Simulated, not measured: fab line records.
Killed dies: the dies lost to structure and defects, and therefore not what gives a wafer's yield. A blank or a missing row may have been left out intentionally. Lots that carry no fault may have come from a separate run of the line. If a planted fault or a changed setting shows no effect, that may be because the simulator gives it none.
Struck lot and sound lot, side by side	flow sky130	15 out of 708 route steps
Sound: these wafers, L450.1, L450.3, L450.6. Wafers L460.2, L460.3, L460.6 were the ones struck. Last of all comes the cause.
At each step with rows: each side's tool, then ch and its chambers, then its first start. Under that, the readings that differ: sound wafers	struck wafers	difference of the means	sigmas: that difference in standard deviations of wafers without a fault.
alike: readings whose means differ by less than 2 such deviations, and words and numbers that are the same on both sides. not compared: withheld readings, readings that some wafer has no value for, bounds like >300 that may hide the same value, and numbers for which the record gives no deviation and whose values overlap.
A row with sigmas, a row that says differs or no value, or rows on one side alone: a step with any of these is where the two part. When numbers do not overlap yet have no deviation, they are printed without sigmas and do not part them. A reading that every wafer of one side lacks parts them only if that side has two wafers or more.

SKY_VT_ADJUST_LVTN_OVL_MEAS_07:
  sound on overlay-01, day 7 05:56; struck on overlay-01, day 9 18:53
  alike: VT_ADJUST_LVTN_OVL
next, for these wafers, 1 step has no rows: SKY_VT_ADJUST_LVTN_IMPLANT_08.
SKY_VT_ADJUST_LVTN_STRIP_09: strips in O2/N2.
  sound on plasma asher-04 ch 0,1, day 7 06:07; struck on plasma asher-01 ch 0,1, day 9 19:04
  alike: drypump motor current A, oes product au, strip time to endpoint s
  not compared: rf hours counter h
SKY_VT_ADJUST_LVTN_TW_MEAS_10:
  sound on film metro-02, day 7 06:13; struck on film metro-03, day 9 19:10
reading	sound	struck	difference	sigmas
VT_ADJUST_LVTN_TW	236.0 236.5 236.0	242.7 243.1 242.3	+6.5	+2
then, 7 steps without rows for these wafers: SKY_VT_ADJUST_LVTN_DEHYDRATE_11 (time 60 s); SKY_VT_ADJUST_LVTN_HMDS_12 (prime time 60 s); SKY_VT_ADJUST_LVTN_COAT_13 (resist thk 1140 nm); SKY_VT_ADJUST_LVTN_SOFTBAKE_14 (time 60 s); SKY_VT_ADJUST_LVTN_EXPOSE_15 (exposes mask HVN STD DERIVED, target cd 600 nm); SKY_VT_ADJUST_LVTN_PEB_16; SKY_VT_ADJUST_LVTN_DEVELOP_17 (develop time 60 s).
SKY_VT_ADJUST_LVTN_OVL_MEAS_18:
  sound on overlay-02, day 8 01:44; struck on overlay-01, day 10 16:26
  alike: VT_ADJUST_LVTN_01_OVL
SKY_VT_ADJUST_LVTN_IMPLANT_19:
  sound on implanter-04 ch 0, day 8 01:46; struck on implanter-04 ch 0, day 10 16:29
reading	sound	struck	difference	sigmas
beam energy keV	29.995 30.014 29.996	28.571 28.563 28.565	-1.435	-99 or more
model.implant.rp nm (nm)	96.7 96.7 96.7	92.6 92.6 92.6	-4.1	
model.implant.drp nm (nm)	42.97 42.97 42.97	41.2 41.2 41.2	-1.8	
SKY_VT_ADJUST_LVTN_STRIP_20: strips in O2/N2.
  sound on plasma asher-04 ch 0,1, day 8 01:55; struck on plasma asher-04 ch 0,1, day 10 16:37
  alike: drypump motor current A, oes product au, strip time to endpoint s
  not compared: rf hours counter h
-- here the record skips 38 days between the struck wafers' starts before and after, leaving off in module VT_ADJUST_LVTN and picking up in module PAD_OPEN (first step shown: number 708 of the route) --
SKY_PAD_OPEN_PROBE_99:
  sound on prober-02, day 45 19:32; struck on prober-02, day 48 09:26
  alike: killed_at_M0_to_M3, killed_at_M4_up, killed at contacts, killed at front end, killed at other, killed dies, killed open, killed short

## WHERE THEY PART
At SKY_VT_ADJUST_LVTN_TW_MEAS_10 first; at SKY_VT_ADJUST_LVTN_IMPLANT_19 last (within this record only). Later steps at which nothing parts them and some readings are alike: SKY_VT_ADJUST_LVTN_STRIP_20, SKY_PAD_OPEN_PROBE_99.

WHY: what the simulator had put in
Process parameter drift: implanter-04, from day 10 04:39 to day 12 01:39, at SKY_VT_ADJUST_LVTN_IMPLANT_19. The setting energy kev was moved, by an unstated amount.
